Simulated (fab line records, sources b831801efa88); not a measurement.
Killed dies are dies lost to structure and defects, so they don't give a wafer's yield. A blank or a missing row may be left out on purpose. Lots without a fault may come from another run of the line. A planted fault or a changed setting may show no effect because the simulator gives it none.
One fault seen from 2 desks | flow sky130 | each desk has only its own numbers; what lay behind them comes last

THE METROLOGY DESK
What the gauges read, lot by lot, whatever tool the lot ran on: means of the sampled wafers that have a number. A lot is out of limits, marked OUT, if its mean lies more than 4 standard deviations from the usual mean; the brackets give that distance.
Columns: A = LOCAL_INTERCONNECT_TIN_THK at SKY_LOCAL_INTERCONNECT_THK_MEAS_02, usual 98.7 nm; B = LOCAL_INTERCONNECT_OVL at SKY_LOCAL_INTERCONNECT_OVL_MEAS_12, usual 1 nm; C = cd_nm at SKY_VIA2_CD_MEAS_12, usual 199.7 nm
lot  | first seen here | A     | B  | C
L870 | day 28 21:11    | 98.0  | 8  | 198.0
L871 | day 29 00:37    | 98.5  | -1 | 198.6
L872 | day 29 19:35    | 100.1 | 4  | 200.3
L873 | day 30 03:17    | 98.3  | 7  | 199.4
L880 | day 32 12:23    | 99.0  | -3 | 207.2 (+5.8) OUT
L881 | day 32 20:02    | 101.1 | -2 | 206.5 (+5.2) OUT
L882 | day 33 12:33    | 98.0  | -1 | 205.8 (+4.7) OUT
L885 | day 34 04:14    | 99.0  | 2  | 200.4
L887 | day 36 06:02    | 99.1  | 8  | 199.9
L888 | day 36 06:35    | 99.7  | -4 | 201.7
L891 | day 36 07:24    | 98.6  | 2  | 199.4
L890 | day 36 08:38    | 99.3  | 0  | 200.5
This desk's finding: out of limits on L880, L881, L882; first on L880, day 39 10:15 (cd_nm at SKY_VIA2_CD_MEAS_12). In limits: L870, L871, L872, L873, L885, L887, L888, L891, L890.

THE TOOL OWNER'S DESK: cmp-02
The tool's own readings at SKY_VIA2_CMP_02 (polishes SiO2): means of the sampled wafers that have a number, for each lot that ran on this tool. A lot is out of limits, marked OUT, if its mean lies more than 4 standard deviations from the usual mean; the brackets give that distance.
Columns: A = motor_current_A at SKY_VIA2_CMP_02, usual 12.5 A; B = platen_rpm at SKY_VIA2_CMP_02, usual 60.00 rpm; C = slurry_filter_dp_kPa at SKY_VIA2_CMP_02, usual 13.50 kPa
lot  | first seen here | A    | B                       | C
L870 | day 34 18:49    | 13.2 | 60.00                   | 13.48
L871 | day 34 22:18    | 13.3 | 60.00                   | 13.53
L873 | day 36 01:50    | 13.0 | 60.01                   | 13.66
L880 | day 38 08:55    | 13.0 | 54.00 (-99 or more) OUT | 13.47
L881 | day 38 17:26    | 13.2 | 53.94 (-99 or more) OUT | 13.51
L882 | day 39 07:33    | 12.6 | 54.00 (-99 or more) OUT | 13.59
L888 | day 41 20:14    | 12.5 | 60.03                   | 13.53
L890 | day 41 21:54    | 11.7 | 60.02                   | 13.48
This desk's finding: out of limits on L880, L881, L882; first on L880, day 38 08:55 (platen_rpm at SKY_VIA2_CMP_02). In limits: L870, L871, L873, L888, L890.

PUT TOGETHER
The tool owner's desk could have raised an alarm at day 38 08:55, on L880, L881, L882.
The metrology desk could have raised an alarm at day 39 10:15, on L880, L881, L882.
Of the lots named, all ran SKY_VIA2_CMP_02 on cmp-02.

WHAT THE SIMULATOR HAD PUT IN
Process parameter drift: cmp-02, from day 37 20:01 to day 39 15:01, at SKY_VIA2_CMP_02. Setting platen_rpm, moved by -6, from 60. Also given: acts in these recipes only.
Lots struck among those shown: L880, L881, L882.
Hours from the fault's start to each desk's first reading out of limits: the tool owner's desk, 13; the metrology desk, 38.
